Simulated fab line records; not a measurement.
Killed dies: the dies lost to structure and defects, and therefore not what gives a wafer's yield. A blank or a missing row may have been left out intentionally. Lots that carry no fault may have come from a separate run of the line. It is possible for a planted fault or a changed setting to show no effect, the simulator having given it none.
One fault seen from 2 desks ; flow gf180mcu ; only its own numbers are on each desk; what lay behind them is given at the end

## AT THE METROLOGY DESK
What the gauges read, lot by lot, whatever tool the lot ran on: means of the sampled wafers that have a number. A lot is out of limits, marked OUT, if its mean lies more than 4 standard deviations from the usual mean; the brackets give that distance.
Columns: A = V1_CVD_02_THK at GF_V1_THK_MEAS_03, usual 852 nm
lot;first seen here;A
L960;day 17 03:34;856
L961;day 18 03:42;842
L964;day 18 23:25;854
L965;day 19 02:35;845
L966;day 19 21:44;841
L967;day 19 22:56;839
L968;day 20 10:05;965 (+9.4) OUT
L969;day 20 13:25;955 (+8.6) OUT
L977;day 23 09:23;865
L978;day 23 18:07;857
L979;day 23 23:38;866
L980;day 24 15:03;852
L981;day 24 17:11;835
L983;day 25 11:41;853
This desk's result: L968, L969 out of limits, first on L968 (V1_CVD_02_THK at GF_V1_THK_MEAS_03), day 20 10:05. L960, L961, L964, L965, L966, L967, L977, L978, L979, L980, L981, L983 stayed within limits.

## FOR THE TOOL OWNER'S DESK: pecvd-03
The tool's own readings at GF_V1_CVD_02 (deposits SiO2 from TEOS, target thk 850 nm, time 94.851 s): means of the sampled wafers that have a number, for each lot that ran on this tool. A lot is out of limits, marked OUT, if its mean lies more than 4 standard deviations from the usual mean; the brackets give that distance.
Columns: A = heater-power-w at GF_V1_CVD_02, usual 761 W
lot;first seen here;A
L960;day 17 03:29;780
L965;day 19 02:31;716
L967;day 19 22:52;801
L968;day 20 09:59;782
L969;day 20 13:21;661
L980;day 24 14:58;754
This desk's finding: nothing out of limits on any of the 6 lots.

## PUT TOGETHER
An alarm was possible from the metrology desk at day 20 10:05, on L968, L969.
The desk of the tool owner found nothing out of limits.
The tool owner's desk has L968, L969 on record, within its limits.
All the named lots went through GF_V1_CVD_02 on pecvd-03.

## WHAT WAS PUT IN BY THE SIMULATOR
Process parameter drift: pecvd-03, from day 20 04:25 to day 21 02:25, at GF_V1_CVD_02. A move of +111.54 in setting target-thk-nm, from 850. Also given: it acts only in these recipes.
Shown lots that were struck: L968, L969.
Per desk, hours elapsed from the start of the fault to the first reading out of limits: for the metrology desk, 6.
